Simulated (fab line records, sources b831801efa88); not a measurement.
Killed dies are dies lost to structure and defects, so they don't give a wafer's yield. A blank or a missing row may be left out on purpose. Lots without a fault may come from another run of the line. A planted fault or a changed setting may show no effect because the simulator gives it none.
Which tool did it? | flow gf180mcu | 14 lots, 42 wafers sampled, at 5 steps of a route of 602

WHAT THE GAUGES READ, wafer by wafer
GF_DUAL_GATE_OVL_MEAS_11. Usual: DUAL_GATE_OVL 0.0 nm, standard deviation 1.2.
lot  | measured     | on         | DUAL_GATE_OVL (nm) | flag
L514 | day 8 02:37  | overlay-01 | -1.4 -0.4 0.0      |
L515 | day 8 06:13  | overlay-02 | 0.9 0.7 2.7        |
L518 | day 9 03:23  | overlay-02 | 2.0 2.4 1.4        |
L519 | day 9 10:37  | overlay-02 | 0.5 -0.3 0.3       |
L520 | day 9 19:58  | overlay-02 | 0.2 0.3 0.3        |
L521 | day 10 02:56 | overlay-01 | -1.3 -1.6 -1.3     |
L522 | day 10 17:37 | overlay-01 | 0.7 0.5 0.8        |
L523 | day 11 06:14 | overlay-02 | -1.4 -1.1 -1.6     |
L526 | day 12 01:13 | overlay-02 | 0.4 0.8 0.2        |
L527 | day 12 15:17 | overlay-02 | 0.9 0.4 0.2        |
L531 | day 13 23:19 | overlay-01 | -0.5 -0.4 -0.2     |
L532 | day 13 23:37 | overlay-02 | 2.0 1.5 2.4        |
L534 | day 14 08:17 | overlay-01 | -0.9 -0.7 -1.8     |
L537 | day 15 09:10 | overlay-01 | 1.4 0.9 1.6        |

GF_POLY_GATE_CD_MEAS_10: target cd 280 nm. Usual: cd_nm 280.0 nm, standard deviation 1.3.
lot  | measured     | on        | cd_nm (nm)        | flag
L514 | day 8 23:31  | cd_sem-01 | 279.4 279.3 280.0 |
L515 | day 9 02:05  | cd_sem-02 | 281.5 280.8 280.3 |
L518 | day 10 00:34 | cd_sem-02 | 280.7 282.9 281.6 |
L519 | day 10 06:31 | cd_sem-01 | 280.0 279.8 278.9 |
L520 | day 10 19:50 | cd_sem-02 | 280.7 280.9 280.0 |
L521 | day 11 01:11 | cd_sem-02 | 278.8 279.5 281.2 |
L522 | day 11 15:55 | cd_sem-02 | 278.4 278.9 278.4 |
L523 | day 12 05:44 | cd_sem-02 | 280.0 280.4 280.7 |
L526 | day 13 01:29 | cd_sem-02 | 279.4 280.5 280.5 |
L527 | day 13 14:32 | cd_sem-02 | 277.0 276.9 277.4 |
L531 | day 15 00:02 | cd_sem-01 | 281.3 280.9 281.2 |
L532 | day 15 00:44 | cd_sem-02 | 271.3 271.4 270.8 | OFF
L534 | day 15 10:17 | cd_sem-01 | 273.6 274.7 273.2 | OFF
L537 | day 16 10:58 | cd_sem-01 | 279.9 279.9 280.4 |

GF_POLY_GATE_THK_MEAS_17. Usual: POLY_GATE_OXIDATION_THK 3.99 nm, standard deviation 0.061.
lot  | measured     | on            | POLY_GATE_OXIDATION_THK (nm) | flag
L514 | day 9 03:26  | film_metro-02 | 3.94 3.92 4.05               |
L515 | day 9 04:45  | film_metro-02 | 4.01 4.06 3.98               |
L518 | day 10 03:16 | film_metro-02 | 4.01 3.91 3.98               |
L519 | day 10 08:10 | film_metro-02 | 3.85 3.93 3.94               |
L520 | day 10 21:29 | film_metro-01 | 3.96 3.98 3.95               |
L521 | day 11 03:47 | film_metro-04 | 3.84 3.95 4.01               |
L522 | day 11 17:35 | film_metro-04 | 3.97 4.01 4.03               |
L523 | day 12 07:23 | film_metro-02 | 3.95 4.03 3.94               |
L526 | day 13 04:51 | film_metro-04 | 4.04 4.02 3.98               |
L527 | day 13 16:11 | film_metro-01 | 4.11 3.99 4.05               |
L531 | day 15 02:24 | film_metro-02 | 4.00 4.05 4.08               |
L532 | day 15 02:24 | film_metro-01 | 3.92 3.93 4.07               |
L534 | day 15 14:18 | film_metro-02 | 4.03 3.99 3.96               |
L537 | day 16 13:12 | film_metro-01 | 3.99 4.07 4.07               |

GF_HV_LDD_CD_MEAS_19: target cd 400 nm. Usual: cd_nm 400.1 nm, standard deviation 2.1.
lot  | measured     | on        | cd_nm (nm)        | flag
L514 | day 10 13:34 | cd_sem-01 | 402.6 401.4 401.6 |
L515 | day 10 16:26 | cd_sem-02 | 401.1 400.6 401.1 |
L518 | day 11 14:39 | cd_sem-01 | 400.4 399.4 396.9 |
L519 | day 11 21:25 | cd_sem-02 | 403.4 403.5 399.3 |
L520 | day 12 11:32 | cd_sem-02 | 401.4 399.2 400.1 |
L521 | day 12 17:44 | cd_sem-01 | 398.8 397.2 399.5 |
L522 | day 13 08:31 | cd_sem-01 | 398.3 400.1 401.3 |
L523 | day 13 23:05 | cd_sem-02 | 399.3 399.2 399.8 |
L526 | day 14 21:53 | cd_sem-01 | 397.1 400.2 397.1 |
L527 | day 15 10:38 | cd_sem-01 | 395.1 393.4 394.6 |
L531 | day 16 23:02 | cd_sem-01 | 400.9 400.9 399.1 |
L532 | day 16 21:53 | cd_sem-01 | 403.5 401.6 402.9 |
L534 | day 17 10:32 | cd_sem-01 | 404.7 406.0 405.0 |
L537 | day 18 10:52 | cd_sem-01 | 401.1 399.0 398.6 |

WHICH TOOL RAN EACH LOT (tool, then ch and the chambers of the sampled wafers, then the start)
lot  | GF_POLY_GATE_PEB_08
L514 | litho_track-04 ch 0, day 8 23:10
L515 | litho_track-01 ch 0, day 9 01:45
L518 | litho_track-02 ch 0, day 10 00:14
L519 | litho_track-01 ch 0, day 10 06:10
L520 | litho_track-01 ch 0, day 10 19:30
L521 | litho_track-01 ch 0, day 11 00:51
L522 | litho_track-02 ch 0, day 11 15:34
L523 | litho_track-04 ch 0, day 12 05:24
L526 | litho_track-04 ch 0, day 13 01:09
L527 | litho_track-01 ch 0, day 13 14:11
L531 | litho_track-01 ch 0, day 14 23:41
L532 | litho_track-01 ch 0, day 15 00:23
L534 | litho_track-01 ch 0, day 15 09:56
L537 | litho_track-04 ch 0, day 16 10:37
- GF_POLY_GATE_PEB_08: peb time 90 s.

WHAT THE TOOLS THEMSELVES READ (means of the sampled wafers that have a number; where no wafer has one, the mark that the record gives instead)
GF_POLY_GATE_PEB_08. Usual: chill_plate_temp_C 23.02 C, standard deviation 0.086; resist_line_temp_C 23.00 C, standard deviation 0.088.
lot  | tool           | chill_plate_temp_C (C) | resist_line_temp_C (C) | flag
L514 | litho_track-04 | 23.01                  | 22.95                  |
L515 | litho_track-01 | 22.89                  | 23.01                  |
L518 | litho_track-02 | 22.98                  | 22.94                  |
L519 | litho_track-01 | 23.08                  | 22.94                  |
L520 | litho_track-01 | 23.08                  | 23.06                  |
L521 | litho_track-01 | 22.97                  | 23.05                  |
L522 | litho_track-02 | 22.98                  | 23.00                  |
L523 | litho_track-04 | 22.97                  | 23.00                  |
L526 | litho_track-04 | 23.02                  | 23.03                  |
L527 | litho_track-01 | 23.05                  | 23.04                  |
L531 | litho_track-01 | 22.96                  | 22.95                  |
L532 | litho_track-01 | 23.05                  | 23.01                  |
L534 | litho_track-01 | 22.96                  | 22.93                  |
L537 | litho_track-04 | 23.07                  | 23.02                  |

THE ANSWER, worked out from the rows above alone
Rule: a lot is off if the mean of its wafers that have a number lies more than 3 standard deviations from the usual mean. A lot without any number at a reading at which 4 lots or more have one is off too. The other lots that the step has rows for count as sound. The gauges are gone through in route order, then the tools' own readings, and for those a lot's mean is taken as printed above. The first step at which some lot is off is used, and at that step the reading that is off furthest; a lot without a number counts as furthest.
Off: L532, L534, at GF_POLY_GATE_CD_MEAS_10 (cd_nm).
A tool fits if, at a process step before that reading, it ran every lot that is off, and no sound lot after the first of them. The gauges at GF_POLY_GATE_CD_MEAS_10 are tried like those tools. One fits: litho_track-01 at GF_POLY_GATE_PEB_08. Its last sound lot is L531 (day 14 23:41), its first lot that is off L532 (day 15 00:23): a fault that began between those two fits.

WHAT THE SIMULATOR HAD PUT IN
Process parameter drift: litho_track-01, from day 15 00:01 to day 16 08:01, at GF_POLY_GATE_PEB_08. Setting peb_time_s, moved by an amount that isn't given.
Lots struck among those shown: L532, L534. The rule above found the same.
